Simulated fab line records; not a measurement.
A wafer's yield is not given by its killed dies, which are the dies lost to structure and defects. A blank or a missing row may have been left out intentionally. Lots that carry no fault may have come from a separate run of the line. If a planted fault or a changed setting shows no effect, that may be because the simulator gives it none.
A struck lot beside a sound one :: flow sky130 :: 15 out of 708 route steps
Sound: the wafers L292.1, L292.2, L292.6. Wafers struck: L297.4, L297.5, L297.6. The cause is given at the end.
Per side, at each step with rows, come the tool, then ch with its chambers, and then its first start. Under that, the readings that differ: sound wafers :: struck wafers :: difference of the means :: sigmas: that difference in standard deviations of wafers without a fault.
alike: readings with means less than 2 such deviations apart, plus words and numbers identical on both sides. not compared: withheld readings, readings lacking a value on some wafer, bounds such as >300 that could conceal the same value, and numbers that have no deviation in the record and whose values overlap.
Wherever a step has rows on one side only, a row that says differs or no value, or a row with sigmas, the two part there. Numbers that have no deviation but don't overlap get no sigmas and don't part them. Lack of a reading on every wafer of one side parts them only where that side has two or more wafers.

first, 8 steps without rows for these wafers: SKY_METAL4_DEHYDRATE_05 (time 60 s); SKY_METAL4_HMDS_06 (prime time 60 s); SKY_METAL4_COAT_07 (resist thk 60 nm); SKY_METAL4_COAT_08 (resist thk 1140 nm); SKY_METAL4_SOFTBAKE_09 (time 90 s); SKY_METAL4_EXPOSE_10 (exposes mask MM4, target cd 300 nm); SKY_METAL4_PEB_11; SKY_METAL4_DEVELOP_12 (develop time 60 s).
SKY_METAL4_CD_MEAS_13: the cd target is 300 nm.
  struck on cd_sem-02, day 45 03:47; sound on cd_sem-02, day 43 20:49
  alike: cd_nm
SKY_METAL4_OVL_MEAS_14:
  struck on overlay-01, day 45 03:52; sound on overlay-02, day 43 20:56
  alike: METAL4_OVL
SKY_METAL4_DESCUM_15: chemistry O2, time 8 s.
  sound on rie_metal-04 ch 0,1, day 43 20:59; struck on rie_metal-01 ch 0,1, day 45 03:53
reading: oes_product_au (a.u.)
sound: 1.030 1.011 1.017
struck: 0.978 0.990 0.981
difference: -0.036
sigmas: -3
  alike: drypump_motor_current_A
  not compared: rf_hours_counter_h
SKY_METAL4_ETCH_16: etches BARC in N2/H2, stops on SiO2, time 88.2 s, target depth 60 nm.
  sound on rie_metal-04 ch 0,1, day 43 21:01; struck on rie_metal-01 ch 0,1, day 45 03:57
reading: bias_w (W)
sound: 99.76 99.48 99.56
struck: 100.29 100.39 100.85
difference: +0.91
sigmas: +3
  alike: drypump_motor_current_A, oes_product_au, throttle_valve_pct
  not compared: rf_hours_counter_h
SKY_METAL4_ETCH_17: etches SiO2 in C4F8/O2/Ar, stops on TiN, time 3.9 s, target depth 15 nm.
  sound on rie_diel-02 ch 0,2, day 43 21:07; struck on rie_diel-02 ch 0,2,3, day 45 04:01
reading: bias_w (W)
sound: 1202 1195 1200
struck: 1284 1283 1282
difference: +84
sigmas: +20

reading: oes_product_au (a.u.)
sound: 0.739 0.742 0.752
struck: 0.775 0.764 0.755
difference: +0.020
sigmas: +3
  not compared: rf_hours_counter_h
SKY_METAL4_METAL_ETCH_18: etches the open film in Cl2/BCl3, stops on SiO2, target depth 845 nm, time 183.1 s.
  sound on rie_metal-03 ch 0,1, day 43 21:08; struck on rie_metal-04 ch 0,1, day 45 04:05
  alike: bias_w, drypump_motor_current_A, oes_product_au, throttle_valve_pct
  not compared: rf_hours_counter_h
-- the record jumps here: 4 days lie between the struck wafers' starts before and after (it left off in module METAL4 and takes up again in module PAD_OPEN, whose first step shown is number 708 of the route) --
SKY_PAD_OPEN_PROBE_99:
  struck on prober-02, day 48 20:24; sound on prober-01, day 47 13:44
  alike: defect_limited_yield, killed_at_M0_to_M3, killed_at_M4_up, killed_at_contacts, killed_at_front_end, killed_at_other, killed_dies, killed_open, killed_short, sort_bin_3_pad_short, sort_bin_5_function, sort_bin_6_memory, sort_n_pass, sort_yield_pct

## WHERE THEY PART
Last at SKY_METAL4_ETCH_17 as far as this record goes, first at SKY_METAL4_DESCUM_15. Later steps at which nothing parts them and some readings are alike: SKY_METAL4_METAL_ETCH_18, SKY_PAD_OPEN_PROBE_99.

WHY: what the simulator had put in
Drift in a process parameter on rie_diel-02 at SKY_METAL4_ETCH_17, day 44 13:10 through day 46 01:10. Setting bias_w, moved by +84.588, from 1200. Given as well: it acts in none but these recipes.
